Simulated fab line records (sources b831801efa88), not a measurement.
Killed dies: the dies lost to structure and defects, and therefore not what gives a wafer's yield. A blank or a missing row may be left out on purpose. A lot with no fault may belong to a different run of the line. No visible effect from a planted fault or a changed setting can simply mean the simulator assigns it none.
Shared-tool check | flow gf180mcu | 33 wafers sampled across 11 lots

== THE REASON FOR OPENING IT ==
GF_V1_THK_MEAS_03, reading V1_CVD_02_THK: flagged on 2 of 11 lots. Wafers without a fault read 847 nm, standard deviation 14.
Rule: flag the lot when none of its wafers has a number, or when each of its wafers that has one lies beyond 4 standard deviations from that mean. The rest of the lots are taken to be sound.

lot  | measured     | on            | V1_CVD_02_THK (nm), wafer by wafer | flag
L587 | day 17 06:14 | film_metro-03 | 850 850 851                        |
L588 | day 17 10:44 | film_metro-03 | 844 838 868                        |
L590 | day 18 01:30 | film_metro-01 | 844 842 849                        |
L591 | day 18 03:49 | film_metro-04 | 839 859 861                        |
L592 | day 18 20:40 | film_metro-04 | 855 838 845                        |
L593 | day 19 09:22 | film_metro-04 | 855 856 855                        |
L594 | day 19 23:36 | film_metro-01 | 837 835 863                        |
L601 | day 22 22:09 | film_metro-04 | 923 934 927                        | FLAGGED
L604 | day 23 12:15 | film_metro-04 | 933 912 943                        | FLAGGED
L609 | day 25 00:30 | film_metro-04 | 863 870 883                        |
L610 | day 25 12:33 | film_metro-03 | 850 854 851                        |
Average over the flagged lots: 929 nm; offset from the usual +82 nm, equal to +6 standard deviations.

== EACH LOT AND THE TOOL IT RAN ON ==
The record holds 1 process step before the reading, out of a route of 602 steps. Each cell gives the tool, then ch followed by the chambers the sampled wafers passed through, then the start.
lot  | flag    | GF_V1_CVD_02
L587 |         | pecvd-04 ch 0,1,2, day 17 06:11
L588 |         | pecvd-03 ch 0,1,2, day 17 10:40
L590 |         | pecvd-01 ch 1,2, day 18 01:25
L591 |         | pecvd-04 ch 0,1,2, day 18 03:44
L592 |         | pecvd-01 ch 0,2, day 18 20:35
L593 |         | pecvd-01 ch 0,2, day 19 09:16
L594 |         | pecvd-04 ch 0,1, day 19 23:32
L601 | FLAGGED | pecvd-04 ch 0,1,2, day 22 22:05
L604 | FLAGGED | pecvd-04 ch 0,2, day 23 12:10
L609 |         | pecvd-01 ch 0,1,2, day 25 00:25
L610 |         | pecvd-01 ch 0,1,2, day 25 12:29
What the steps here do:
- GF_V1_CVD_02: deposits SiO2 from TEOS, target thk 850 nm, time 94.851 s.
- GF_V1_THK_MEAS_03

== FLAGGED OVER TOTAL, TOOL BY TOOL (the gauges that took the reading come last) ==
step              | tool          | lots run | flagged | share of the flagged lots | sound lots run after its first flagged lot
GF_V1_CVD_02      | pecvd-01      | 5        | 0       | none                      | -
GF_V1_CVD_02      | pecvd-03      | 1        | 0       | none                      | -
GF_V1_CVD_02      | pecvd-04      | 5        | 2       | all                       | 0
GF_V1_THK_MEAS_03 | film_metro-01 | 2        | 0       | none                      | -
GF_V1_THK_MEAS_03 | film_metro-03 | 3        | 0       | none                      | -
GF_V1_THK_MEAS_03 | film_metro-04 | 6        | 2       | all                       | 1 (L609)

== THE TABLE: WHAT IT ALLOWS ==
Every flagged lot went through 2 rows of the table: pecvd-04 at GF_V1_CVD_02 and film_metro-04 at GF_V1_THK_MEAS_03.
- pecvd-04 at GF_V1_CVD_02 ran 5 lots, 2 of them flagged. A fault beginning between L594 (day 19 23:32), its last sound lot, and L601 (day 22 22:05), its first flagged one, fits the data. Its own readings lie more than 4 standard deviations out on every wafer of the flagged lots: rf_fwd_power_W.
- film_metro-04 at GF_V1_THK_MEAS_03 ran 6 lots, 2 of them flagged. Lots that were sound ran on it after the first flagged one (L609); a persistent fault on the entire tool would not allow that.
Left over: one tool, pecvd-04 at GF_V1_CVD_02.

== WHAT WAS PUT IN BY THE SIMULATOR ==
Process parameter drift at GF_V1_CVD_02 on pecvd-04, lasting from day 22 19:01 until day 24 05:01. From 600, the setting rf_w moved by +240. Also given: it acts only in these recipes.
Lots struck among those shown: L601, L604. The same result came from the rule above.
